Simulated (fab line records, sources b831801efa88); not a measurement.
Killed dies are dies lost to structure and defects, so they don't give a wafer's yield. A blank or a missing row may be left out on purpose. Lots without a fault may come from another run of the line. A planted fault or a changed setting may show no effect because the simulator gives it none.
fab line records | flow sky130
record lots=6 wafers=18 last_day=50
route steps=708 shown PWDE@52 NWELL@56 PAD_OPEN@708
lots that met no fault: from a run of the same line without faults
start_h: hours from the record's first day to the start of the lot's first wafer shown | wait_h: hours since the lot's step before | " the same as in the row above | L1.1+2: a row that stands for several wafers | - no value, or no start given | * or withheld: withheld | < > ~ a bound
route shown NAME@n: a module of which the file shows steps, and the number in the route of the first | usual: mean/standard deviation of fault-free wafers | same: alike in all rows | chamber/n: place in a boat | sites: the reading at each site | _std_site: their standard deviation | _edge_site: outer sites' mean less inner sites' | radius_mm: how far each site lies from the wafer's centre | mask NAME#n: copy n | behind: the tool/chamber that last shaped the wafer | hold: why the lot was held/for how many hours/how that ended | device: the transistor (n, p or np) that didn't switch | end of line: the same wafers' tests at the end of the route | a step without rows: its recipe alone | killed: dies lost to structure and defects at the first sort, not the wafer's yield | map: a wafer's dies, x killed, . not, _ none there
set.NAME: the setting as run; set.NAME@STEP: as run at that earlier step | model.NAME: the simulator's own value behind a step, which no gauge read
lots at some steps of the route; a table a step, a row a wafer
services: from which hour (start_h, from the record's first day; less than 0 if before it) a tool's chamber was out of use, for how many hours, and why
## steps
# step SKY_PWDE_OVL_MEAS_07
# usual PWDE_OVL=1.2/1.4
# columns lot.wafer tool chamber start_h wait_h PWDE_OVL[nm]
L341.3 overlay-02 - 69.24 - 2.2
L341.4 " - " " -0.2
L341.6 " - " " 1.8
L349.1 overlay-01 - 113.25 - 3.1
L349.4 " - " " 1.3
L349.6 " - " " 2.0
L351.2 overlay-02 - 128.49 - 2.0
L351.4 " - " " 3.2
L351.6 " - " " 2.2
L354.2 overlay-02 - 141.19 - 1.2
L354.4 " - " " 1.1
L354.5 " - " " 1.2
L360.3 overlay-02 - 184.04 - -0.8
L360.4 " - " " 1.7
L360.5 " - " " 2.2
L363.2 overlay-01 - 193.84 - 3.2
L363.3 " - " " 2.5
L363.4 " - " " 2.3
# step SKY_PWDE_IMPLANT_08
# recipe species=B energy_kev=150 dose_cm2=3.6e+12 tilt_deg=withheld
# step SKY_PWDE_STRIP_09
# recipe chemistry=O2/N2 power_w=1400 pressure_mtorr=1500 platen_temp_c=withheld o2_flow_sccm=3000 n2_flow_sccm=300 overash_fraction=0.5
# usual drypump_motor_current_A=5.7/0.41 oes_product_au=0.723/0.0043 strip_time_to_endpoint_s=36.92/0.1
# columns lot.wafer tool chamber start_h wait_h drypump_motor_current_A oes_product_au rf_hours_counter_h strip_time_to_endpoint_s
L341.3 plasma_asher-04 0 69.45 0.1 6.0 0.719 - 36.85
L341.4 " 1 " " 5.7 0.730 - 36.95
L341.6 " 0 " " 6.0 0.720 - 36.76
L349.1 plasma_asher-01 0 113.43 0.1 6.3 0.726 39 36.91
L349.4 " 1 " " 5.4 0.722 - 37.06
L349.6 " 0 " " 6.4 0.720 - 36.98
L351.2 plasma_asher-01 0 128.67 0.1 6.4 0.716 41 37.03
L351.4 " 1 " " 5.4 0.725 - 37.00
L351.6 " 1 " " 5.4 0.725 - 37.02
L354.2 plasma_asher-04 0 141.37 0.1 6.0 0.727 2 37.07
L354.4 " 1 " " 5.7 0.719 - 36.85
L354.5 " 1 " " 5.7 0.728 - 36.99
L360.3 plasma_asher-03 1 184.25 0.1 6.0 0.729 - 36.91
L360.4 " 0 " " 5.0 0.719 - 37.01
L360.5 " 0 " " 5.0 0.720 - 37.04
L363.2 plasma_asher-03 1 194.02 0.1 6.0 0.719 39 36.76
L363.3 " 0 " " 5.0 0.716 - 36.80
L363.4 " 1 " " 6.0 0.724 - 36.79
# step SKY_PWDE_TW_MEAS_10
# usual PWDE_TW=373/7
# columns lot.wafer tool chamber start_h wait_h PWDE_TW
L341.3 film_metro-02 - 69.54 0.1 367
L341.4 " - " " 366
L341.6 " - " " 365
L349.1 film_metro-04 - 113.53 0.1 380
L349.4 " - " " 379
L349.6 " - " " 379
L351.2 film_metro-02 - 128.78 0.1 365
L351.4 " - " " 365
L351.6 " - " " 367
L354.2 film_metro-01 - 141.48 0.1 367
L354.4 " - " " 366
L354.5 " - " " 368
L360.3 film_metro-04 - 184.34 0.1 380
L360.4 " - " " 380
L360.5 " - " " 380
L363.2 film_metro-02 - 194.13 0.1 363
L363.3 " - " " 365
L363.4 " - " " 364
# step SKY_NWELL_DEHYDRATE_03
# recipe temp_c=200 time_s=60
# step SKY_NWELL_HMDS_04
# recipe prime_time_s=60 prime_temp_c=120
# step SKY_NWELL_COAT_05
# recipe spin_rpm=2000 resist_thk_nm=3000
# step SKY_NWELL_SOFTBAKE_06
# recipe temp_c=110 time_s=withheld
# step SKY_NWELL_EXPOSE_07
# recipe mask_id=NWM na=0.6 source_shape=conventional sigma_outer=0.6 polarization=unpolarized target_cd_nm=840 dose_mj=255
# step SKY_NWELL_PEB_08
# recipe temp_c=115 time_s=withheld
# step SKY_NWELL_DEVELOP_09
# recipe wall_angle_deg=90 developer=TMAH develop_time_s=60 dev_temp_c=23
# step SKY_NWELL_OVL_MEAS_10
# usual NWELL_00_OVL=-0.1/1.4
# columns lot.wafer tool chamber start_h wait_h NWELL_00_OVL[nm]
L341.3 overlay-01 - 87.29 - -0.9
L341.4 " - " " 0.6
L341.6 " - " " -1.6
L349.1 overlay-01 - 136.50 - 1.8
L349.4 " - " " 1.8
L349.6 " - " " 0.9
L351.2 overlay-01 - 147.29 - 0.1
L351.4 " - " " -0.2
L351.6 " - " " 1.7
L354.2 overlay-02 - 161.69 - 0.2
L354.4 " - " " -1.6
L354.5 " - " " 1.0
L360.3 overlay-01 - 204.39 - -1.0
L360.4 " - " " -2.0
L360.5 " - " " -1.1
L363.2 overlay-02 - 214.29 - -2.1
L363.3 " - " " -3.0
L363.4 " - " " -3.0
# step SKY_NWELL_IMPLANT_11
# recipe species=P energy_kev=400 dose_cm2=1.9e+13 tilt_deg=withheld
# usual beam_energy_keV=399.99/0.12 dose_ions_cm2=1.8997e+13/2.1e+10
# columns lot.wafer tool chamber start_h wait_h beam_energy_keV dose_ions_cm2
L341.3 implanter-02 0 87.37 0.1 399.91 1.9025e+13
L341.4 " 0 " " 399.95 1.8975e+13
L341.6 " 0 " " 400.00 1.9002e+13
L349.1 implanter-04 0 136.54 0.0 400.06 1.9007e+13
L349.4 " 0 " " 400.07 1.9033e+13
L349.6 " 0 " " 400.01 1.9033e+13
L351.2 implanter-01 0 147.34 0.0 399.92 1.9024e+13
L351.4 " 0 " " 399.87 1.8995e+13
L351.6 " 0 " " 399.94 1.9026e+13
L351.2 implanter-01 0 147.66 0.3 400.13 1.8996e+13
L351.4 " 0 " " 399.91 1.9017e+13
L351.6 " 0 " " 399.99 1.8979e+13
L354.2 implanter-02 0 161.74 0.0 399.86 1.8974e+13
L354.4 " 0 " " 400.00 1.9019e+13
L354.5 " 0 " " 399.92 1.8997e+13
L354.2 implanter-02 0 162.06 0.3 400.09 1.9008e+13
L354.4 " 0 " " 400.18 1.8993e+13
L354.5 " 0 " " 400.07 1.8996e+13
L360.3 implanter-02 0 204.47 0.1 400.00 1.903e+13
L360.4 " 0 " " 400.04 1.8993e+13
L360.5 " 0 " " 400.03 1.9017e+13
L363.2 implanter-01 0 214.34 0.0 400.19 1.8993e+13
L363.3 " 0 " " 400.26 1.9018e+13
L363.4 " 0 " " 400.27 1.8983e+13
# step SKY_NWELL_IMPLANT_12
# recipe species=P energy_kev=120 dose_cm2=1.3e+12 tilt_deg=withheld
# step SKY_NWELL_IMPLANT_13
# recipe species=P energy_kev=50 dose_cm2=7e+11 tilt_deg=withheld
# step SKY_NWELL_STRIP_14
# recipe chemistry=O2/N2 power_w=1400 pressure_mtorr=1500 platen_temp_c=withheld o2_flow_sccm=3000 n2_flow_sccm=300 overash_fraction=0.5
# usual drypump_motor_current_A=5.7/0.38 oes_product_au=0.722/0.0048 strip_time_to_endpoint_s=36.91/0.11
# columns lot.wafer tool chamber start_h wait_h drypump_motor_current_A oes_product_au rf_hours_counter_h strip_time_to_endpoint_s
L341.3 plasma_asher-01 0 87.80 0.1 6.4 0.719 - 37.04
L341.4 " 1 " " 5.4 0.721 - 37.13
L341.6 " 0 " " 6.3 0.720 - 37.05
L349.1 plasma_asher-01 0 136.99 0.1 6.4 0.721 42 37.00
L349.4 " 1 " " 5.4 0.722 - 37.02
L349.6 " 0 " " 6.4 0.717 - 37.13
L351.2 plasma_asher-02 0 148.08 0.1 5.6 0.723 48 36.77
L351.4 " 1 " " 5.8 0.731 - 36.81
L351.6 " 0 " " 5.6 0.720 - 36.82
L354.2 plasma_asher-02 0 162.57 0.2 5.6 0.717 49 36.96
L354.4 " 0 " " 5.6 0.725 - 37.01
L354.5 " 0 " " 5.6 0.725 - 36.98
L360.3 plasma_asher-03 1 204.90 0.1 6.0 0.720 - 36.86
L360.4 " 0 " " 5.0 0.722 - 36.89
L360.5 " 0 " " 5.1 0.723 - 36.88
L363.2 plasma_asher-03 1 214.77 0.1 6.0 0.724 42 36.99
L363.3 " 1 " " 6.1 0.719 - 37.02
L363.4 " 0 " " 5.1 0.721 - 37.08
# step SKY_NWELL_TW_MEAS_15
# usual NWELL_TW=1808/31
# columns lot.wafer tool chamber start_h wait_h NWELL_TW
L341.3 film_metro-01 - 87.89 0.1 1797
L341.4 " - " " 1799
L341.6 " - " " 1797
L349.1 film_metro-02 - 137.09 0.1 1779
L349.4 " - " " 1771
L349.6 " - " " 1779
L351.2 film_metro-04 - 148.19 0.1 2310
L351.4 " - " " 2314
L351.6 " - " " 2315
L354.2 film_metro-02 - 162.68 0.1 2221
L354.4 " - " " 2213
L354.5 " - " " 2210
L360.3 film_metro-04 - 204.99 0.1 1851
L360.4 " - " " 1835
L360.5 " - " " 1850
L363.2 film_metro-04 - 214.88 0.1 1854
L363.3 " - " " 1850
L363.4 " - " " 1858
# step SKY_NWELL_DEHYDRATE_16
# recipe temp_c=200 time_s=60
# step SKY_NWELL_HMDS_17
# recipe prime_time_s=60 prime_temp_c=120
# step SKY_NWELL_COAT_18
# recipe spin_rpm=2000 resist_thk_nm=3000
# step SKY_NWELL_SOFTBAKE_19
# recipe temp_c=110 time_s=withheld
# step SKY_NWELL_EXPOSE_20
# recipe mask_id=NWM_COMPLEMENT na=0.6 source_shape=conventional sigma_outer=0.6 polarization=unpolarized target_cd_nm=840 dose_mj=260
# step SKY_NWELL_PEB_21
# recipe temp_c=115 time_s=withheld
# step SKY_NWELL_DEVELOP_22
# recipe wall_angle_deg=90 developer=TMAH develop_time_s=60 dev_temp_c=23
# step SKY_NWELL_OVL_MEAS_23
# usual NWELL_01_OVL=0.2/1.3
# columns lot.wafer tool chamber start_h wait_h NWELL_01_OVL[nm]
L341.3 overlay-01 - 105.30 - 0.1
L341.4 " - " " -0.4
L341.6 " - " " -1.3
L349.1 overlay-02 - 156.93 - -0.6
L349.4 " - " " 1.6
L349.6 " - " " 1.3
L351.2 overlay-02 - 168.81 - -1.0
L351.4 " - " " -1.5
L351.6 " - " " -0.5
L354.2 overlay-02 - 182.69 - -0.6
L354.4 " - " " 0.6
L354.5 " - " " -0.3
L360.3 overlay-01 - 225.82 - -2.0
L360.4 " - " " -1.8
L360.5 " - " " -0.7
L363.2 overlay-01 - 236.14 - 0.9
L363.3 " - " " 0.6
L363.4 " - " " -0.4
# step SKY_NWELL_IMPLANT_24
# recipe species=B energy_kev=137.3 dose_cm2=9.2e+12 tilt_deg=withheld
# step SKY_NWELL_STRIP_25
# recipe chemistry=O2/N2 power_w=1400 pressure_mtorr=1500 platen_temp_c=withheld o2_flow_sccm=3000 n2_flow_sccm=300 overash_fraction=0.5
# usual drypump_motor_current_A=5.7/0.44 oes_product_au=0.722/0.0046 strip_time_to_endpoint_s=36.85/0.13
# columns lot.wafer tool chamber start_h wait_h drypump_motor_current_A oes_product_au rf_hours_counter_h strip_time_to_endpoint_s
L341.3 plasma_asher-02 1 105.51 0.1 5.8 0.722 - 36.77
L341.4 " 0 " " 5.6 0.718 - 36.74
L341.6 " 0 " " 5.6 0.720 - 36.94
L349.1 plasma_asher-03 0 157.12 0.1 5.0 0.728 35 36.87
L349.4 " 1 " " 6.0 0.722 - 36.88
L349.6 " 1 " " 6.0 0.726 - 36.92
L351.2 plasma_asher-01 1 168.99 0.1 5.4 0.721 45 36.67
L351.4 " 0 " " 6.3 0.724 - 36.66
L351.6 " 0 " " 6.3 0.714 - 36.77
L354.2 plasma_asher-01 0 182.87 0.1 6.4 0.721 46 36.91
L354.4 " 1 " " 5.4 0.723 - 37.03
L354.5 " 1 " " 5.4 0.726 - 37.04
L360.3 plasma_asher-02 1 226.02 0.1 5.8 0.728 - 37.13
L360.4 " 0 " " 5.6 0.722 - 37.07
L360.5 " 0 " " 5.6 0.721 - 37.06
L363.2 plasma_asher-01 1 236.32 0.1 5.4 0.725 52 36.86
L363.3 " 0 " " 6.3 0.723 - 36.99
L363.4 " 1 " " 5.4 0.719 - 36.86
# step SKY_NWELL_TW_MEAS_26
# usual NWELL_2_TW=494/9.5
# columns lot.wafer tool chamber start_h wait_h NWELL_2_TW
L341.3 film_metro-01 - 105.59 0.1 485
L341.4 " - " " 485
L341.6 " - " " 485
L349.1 film_metro-04 - 157.22 0.1 507
L349.4 " - " " 504
L349.6 " - " " 505
L351.2 film_metro-01 - 169.10 0.1 493
L351.4 " - " " 491
L351.6 " - " " 490
L354.2 film_metro-02 - 182.98 0.1 487
L354.4 " - " " 485
L354.5 " - " " 483
L360.3 film_metro-02 - 226.11 0.1 485
L360.4 " - " " 484
L360.5 " - " " 484
L363.2 film_metro-01 - 236.43 0.1 488
L363.3 " - " " 489
L363.4 " - " " 489
# step SKY_NWELL_CLEAN_27
# recipe chemistry=SC1/SC2 mix=1:4:20 temp_c=70 time_s=150 dry=n2_spin
# step SKY_NWELL_RTA_28
# recipe temp_c=1050 time_s=30 idle_temp_c=650 ramp_up_c_per_s=150 ramp_down_c_per_s=90 ambient=N2
# usual anneal_temp_c_max=1055.8/2.2 chamber_o2_ppm=1.999/0.021 lamp_power_pct=25.31/0.053 wafer_temp_C_max=1054.7/0.84
# columns lot.wafer tool chamber start_h wait_h anneal_temp_c_max chamber_o2_ppm lamp_power_pct wafer_temp_C_max
L341.3 rtp_anneal-01 0 105.72 0.0 1056.9 1.995 25.16 1055.0
L341.4 " 0 " " 1056.4 1.988 25.29 1054.7
L341.6 " 0 " " 1058.9 1.974 25.33 1055.0
L349.1 rtp_anneal-02 0 157.33 0.0 1054.2 1.994 25.32 1053.6
L349.4 " 0 " " 1054.8 2.017 25.38 1056.2
L349.6 " 0 " " 1054.3 2.046 25.27 1055.8
L351.2 rtp_anneal-01 0 169.22 0.0 1059.0 2.031 25.32 1054.9
L351.4 " 0 " " 1056.8 2.014 25.28 1055.5
L351.6 " 0 " " 1058.4 2.037 25.32 1054.8
L354.2 rtp_anneal-02 0 183.09 0.0 1053.4 2.011 25.39 1053.7
L354.4 " 0 " " 1053.0 2.000 25.26 1054.3
L354.5 " 0 " " 1052.1 2.044 25.37 1056.6
L360.3 rtp_anneal-01 0 226.23 0.0 1058.3 1.999 25.26 1055.6
L360.4 " 0 " " 1057.1 1.988 25.39 1053.9
L360.5 " 0 " " 1058.8 2.001 25.23 1055.9
L363.2 rtp_anneal-02 0 236.54 0.0 1055.4 2.035 25.20 1055.2
L363.3 " 0 " " 1054.0 2.061 25.32 1054.5
L363.4 " 0 " " 1054.0 1.991 25.32 1053.9
# step SKY_NWELL_RS_MEAS_29
# recipe thk_meas_gauge=four-point-probe
# usual NWELL_RS=624.4/1.5
# columns lot.wafer tool chamber start_h wait_h NWELL_RS[ohm/sq]
L341.3 film_metro-04 - 105.82 0.1 623.7
L341.4 " - " " 622.7
L341.6 " - " " 624.1
L349.1 film_metro-02 - 157.53 0.2 622.9
L349.4 " - " " 621.9
L349.6 " - " " 621.0
L351.2 film_metro-02 - 169.32 0.1 429.5
L351.4 " - " " 429.6
L351.6 " - " " 428.7
L354.2 film_metro-04 - 183.20 0.1 429.5
L354.4 " - " " 429.8
L354.5 " - " " 429.8
L360.3 film_metro-04 - 226.34 0.1 624.6
L360.4 " - " " 625.4
L360.5 " - " " 625.9
L363.2 film_metro-04 - 236.68 0.1 623.6
L363.3 " - " " 626.8
L363.4 " - " " 624.7
# step SKY_PAD_OPEN_PROBE_99
# usual killed_at_M0_to_M3=43/7.5 killed_at_M4_up=3.2/1.9 killed_at_contacts=24/4.9 killed_at_front_end=15/4.3 killed_at_other=0.4/0.72 killed_dies=86/9.1 killed_open=47/6.5 killed_short=39/6.5
# same gross_dies=492 killed_at_back_side=0
# columns lot.wafer tool chamber start_h wait_h killed_at_M0_to_M3 killed_at_M4_up killed_at_contacts killed_at_front_end killed_at_other killed_dies killed_open killed_short model.etest.nfet_16v.r_on_ohm_um model.etest.pfet_16v.r_on_ohm_um model.etest.res_nwell.line_ohm_um model.etest.res_nwell.rs_ohm_sq model.etest.pfet_g5v0d10v5.r_on_ohm_um model.etest.tip_p_5v.rs_ohm_sq model.etest.res_iso_pwell.width_nm model.etest.res_nwell.width_nm
L341.3 prober-02 - 1086.18 0.2 36 6 25 15 0 82 38 44 1.414e+04 1.532e+04 1120 950.5 4830 2859 2636 849.5
L341.4 prober-02 - 1086.23 0.2 43 4 25 22 0 94 44 49 1.408e+04 1.527e+04 1135 964.4 4774 2869 2655 846.2
L341.6 prober-02 - 1086.33 0.2 36 3 28 14 0 81 39 41 1.408e+04 1.528e+04 1123 956.4 4805 2833 2641 844.9
L349.1 prober-02 - 1136.38 0.1 34 6 30 21 0 91 52 39 1.374e+04 1.498e+04 1062 893.8 4726 2836 2633 846.7
L349.4 prober-02 - 1136.53 0.2 39 4 19 18 0 80 46 34 1.411e+04 1.603e+04 1143 972.7 4713 2838 2615 855.1
L349.6 prober-02 - 1136.63 0.2 42 2 24 17 0 85 42 43 1.408e+04 1.601e+04 1113 957.4 4801 2861 2639 855.8
L351.2 prober-02 - 1151.04 0.1 58 3 25 20 0 106 49 57 1.232e+04 1.654e+04 726.7 654.1 4934 3047 2598 899.1
L351.4 prober-02 - 1151.14 0.2 38 6 25 17 0 86 53 33 1.233e+04 1.775e+04 790.9 712.5 4897 3038 2583 899.7
L351.6 prober-02 - 1151.24 0.2 56 1 24 15 0 96 51 45 1.246e+04 1.698e+04 738.5 662.4 5017 3052 2586 902.8
L354.2 prober-01 - 1162.47 0.1 47 3 25 19 0 94 49 45 1.184e+04 1.653e+04 676.5 612.1 4907 3004 2571 896.2
L354.4 prober-01 - 1162.57 0.2 48 3 26 26 0 103 61 42 1.175e+04 1.66e+04 691.1 617.9 4984 3035 2585 888.4
L354.5 prober-01 - 1162.62 0.2 40 0 24 21 1 86 49 37 1.172e+04 1.644e+04 686.2 604.6 4963 3029 2598 888.6
L360.3 prober-02 - 1192.71 0.2 35 3 27 18 0 83 48 35 1.394e+04 1.508e+04 1158 973.6 4738 2882 2641 829.3
L360.4 prober-02 - 1192.76 0.2 36 4 18 18 0 76 47 29 1.389e+04 1.493e+04 1157 963.9 4730 2886 2659 827.4
L360.5 prober-02 - 1192.81 0.2 36 4 18 14 0 72 42 30 1.402e+04 1.488e+04 1162 958.8 4778 2873 2650 832.2
L363.2 prober-02 - 1206.44 0.1 38 1 28 13 0 80 42 37 1.414e+04 1.621e+04 1281 1068 4724 2871 2656 835.3
L363.3 prober-02 - 1206.49 0.2 29 2 36 10 1 78 42 35 1.429e+04 1.576e+04 1246 1030 4738 2879 2651 839
L363.4 prober-02 - 1206.54 0.2 34 4 25 15 1 79 49 29 1.435e+04 1.681e+04 1302 1092 4811 2901 2632 839.1
# killed by level:class
L341.3 CONTACT:geometric_particle:short=8 VIA1:geometric_particle:open=8 LI_CONTACT:geometric_particle:open=7 METAL2:geometric_particle:short=7 CONTACT:geometric_particle:open=6 VIA2:geometric_particle:open=5 METAL4:geometric_particle:short=5 FIELD_ISO:geometric_particle:short=4
L341.4 CONTACT:geometric_particle:open=11 METAL3:geometric_particle:short=9 VIA1:geometric_particle:short=8 VIA1:geometric_particle:open=7 FIELD_ISO:geometric_particle:open=5 POLY_GATE:geometric_particle:open=5 LI_CONTACT:geometric_particle:open=5 METAL2:geometric_particle:short=5
L341.6 VIA1:geometric_particle:open=9 LI_CONTACT:geometric_particle:open=7 CONTACT:geometric_particle:open=7 METAL1:geometric_particle:short=7 CONTACT:geometric_particle:short=6 POLY_GATE:geometric_particle:open=5 LOCAL_INTERCONNECT:geometric_particle:short=5 VIA1:geometric_particle:short=4
L349.1 CONTACT:geometric_particle:open=15 VIA1:geometric_particle:open=10 VIA2:geometric_particle:open=8 POLY_GATE:geometric_particle:open=6 LI_CONTACT:geometric_particle:open=6 FIELD_ISO:geometric_particle:short=5 CONTACT:geometric_particle:short=5 METAL4:geometric_particle:short=5
L349.4 VIA1:geometric_particle:open=9 FIELD_ISO:geometric_particle:short=8 CONTACT:geometric_particle:open=8 VIA1:geometric_particle:short=7 LI_CONTACT:geometric_particle:open=6 VIA3:geometric_particle:open=6 FIELD_ISO:geometric_particle:open=4 METAL2:geometric_particle:short=4
L349.6 VIA1:geometric_particle:open=11 LI_CONTACT:geometric_particle:open=8 METAL2:geometric_particle:short=8 FIELD_ISO:geometric_particle:short=7 METAL1:geometric_particle:short=7 CONTACT:geometric_particle:open=7 CONTACT:geometric_particle:short=6 VIA3:geometric_particle:open=5
L351.2 VIA1:geometric_particle:short=12 VIA1:geometric_particle:open=11 VIA3:geometric_particle:open=10 METAL2:geometric_particle:short=8 LOCAL_INTERCONNECT:geometric_particle:short=6 CONTACT:geometric_particle:short=6 CONTACT:geometric_particle:open=6 POLY_GATE:geometric_particle:open=5
L351.4 VIA1:geometric_particle:open=12 CONTACT:geometric_particle:open=10 LI_CONTACT:geometric_particle:open=7 VIA1:geometric_particle:short=6 FIELD_ISO:geometric_particle:open=5 VIA3:geometric_particle:open=5 LOCAL_INTERCONNECT:geometric_particle:short=4 POLY_GATE:geometric_particle:short=4
L351.6 CONTACT:geometric_particle:open=10 VIA2:geometric_particle:open=8 VIA1:geometric_particle:open=8 LI_CONTACT:geometric_particle:open=7 FIELD_ISO:geometric_particle:short=6 METAL1:geometric_particle:short=6 VIA1:geometric_particle:short=6 METAL2:geometric_particle:short=6
L354.2 CONTACT:geometric_particle:open=12 VIA2:geometric_particle:open=10 METAL1:geometric_particle:short=9 LOCAL_INTERCONNECT:geometric_particle:short=7 VIA1:geometric_particle:open=7 METAL3:geometric_particle:short=6 POLY_GATE:geometric_particle:open=5 METAL2:geometric_particle:short=5
L354.4 CONTACT:geometric_particle:open=12 VIA1:geometric_particle:open=11 LI_CONTACT:geometric_particle:open=7 METAL2:geometric_particle:short=7 POLY_GATE:geometric_particle:open=6 VIA2:geometric_particle:open=6 FIELD_ISO:geometric_particle:open=5 POLY_GATE:geometric_particle:short=5
L354.5 CONTACT:geometric_particle:open=11 VIA2:geometric_particle:open=7 VIA1:geometric_particle:short=6 LOCAL_INTERCONNECT:geometric_particle:short=6 METAL1:geometric_particle:short=6 VIA1:geometric_particle:open=6 VIA3:geometric_particle:open=6 FIELD_ISO:geometric_particle:short=5
L360.3 VIA3:geometric_particle:open=8 CONTACT:geometric_particle:open=7 CONTACT:geometric_particle:short=7 VIA2:geometric_particle:open=7 LOCAL_INTERCONNECT:geometric_particle:short=6 POLY_GATE:geometric_particle:open=5 LI_CONTACT:geometric_particle:open=5 VIA1:geometric_particle:open=5
L360.4 VIA1:geometric_particle:open=10 POLY_GATE:geometric_particle:open=8 VIA1:geometric_particle:short=6 CONTACT:geometric_particle:short=5 CONTACT:geometric_particle:open=5 FIELD_ISO:geometric_particle:open=4 LI_CONTACT:geometric_particle:open=4 VIA2:geometric_particle:open=4
L360.5 VIA1:geometric_particle:open=7 CONTACT:geometric_particle:open=6 VIA2:geometric_particle:short=6 VIA3:geometric_particle:open=6 LI_CONTACT:geometric_particle:open=5 METAL2:geometric_particle:short=5 METAL3:geometric_particle:short=5 FIELD_ISO:geometric_particle:open=4
L363.2 LI_CONTACT:geometric_particle:open=12 VIA1:geometric_particle:open=9 CONTACT:geometric_particle:open=5 VIA1:geometric_particle:short=5 VIA2:geometric_particle:short=5 FIELD_ISO:geometric_particle:short=4 METAL1:geometric_particle:open=4 VIA3:geometric_particle:open=4
L363.3 LI_CONTACT:geometric_particle:open=10 CONTACT:geometric_particle:open=7 CONTACT:geometric_particle:short=6 LOCAL_INTERCONNECT:geometric_particle:short=6 VIA2:geometric_particle:open=6 VIA3:geometric_particle:open=6 LI_CONTACT:geometric_particle:short=4 VIA1:geometric_particle:short=4
L363.4 VIA1:geometric_particle:open=11 LI_CONTACT:geometric_particle:open=8 CONTACT:geometric_particle:open=7 VIA2:geometric_particle:open=6 FIELD_ISO:geometric_particle:open=5 CONTACT:geometric_particle:short=5 FIELD_ISO:geometric_particle:short=4 VIA1:geometric_particle:short=4
## services
# columns tool chamber start_h hours kind
implanter-04 - 61.36 5.6 repair
implanter-02 - 65.05 4.5 pm
plasma_asher-03 - 90.71 2.8 pm
implanter-01 - 97.49 1.3 repair
plasma_asher-04 - 108.75 9.0 pm
plasma_asher-04 0 108.75 9.0 vent_cycle
plasma_asher-04 1 108.75 9.0 vent_cycle
plasma_asher-03 - 115.91 0.9 repair
plasma_asher-04 0 117.75 - clean
plasma_asher-04 1 117.75 - clean
implanter-01 - 127.23 0.7 repair
implanter-04 - 127.55 3.6 pm
rtp_anneal-01 - 158.33 4.3 pm
plasma_asher-04 - 187.45 57.9 repair
implanter-04 - 193.37 4.9 repair
plasma_asher-01 - 206.61 5.0 repair
implanter-04 - 213.44 3.6 repair
implanter-01 - 228.67 4.7 pm
## key
first_sign step=SKY_NWELL_IMPLANT_11 reading=visit direction=added
effect step=SKY_NWELL_TW_MEAS_15 reading=NWELL_TW direction=up sigmas=15 usual=1808 struck=2264
effect step=SKY_NWELL_RS_MEAS_29 reading=NWELL_RS direction=down sigmas=99+ usual=624.4 struck=429.5
model_effect step=SKY_PAD_OPEN_PROBE_99 value=etest.nfet_16v.r_on_ohm_um without=1.402e+04 struck=1.207e+04
met_at SKY_NWELL_IMPLANT_11
struck_wafers L351.2,L351.4,L351.6,L354.2,L354.4,L354.5
tester_left_out L351,L354
fault kind=repeated_step_whole tool=implanter-01,implanter-02,implanter-04 chamber=- onset_h=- steps=SKY_NWELL_IMPLANT_11 times=1 scope=struck_lots_only
# tester_left_out: of these lots the tester's yield and bins aren't shown, on N5 and GAA mostly nor the transistor test; their killed dies are dies lost to structure and defects alone, not to doping, threshold or leakage, so they don't give the yield
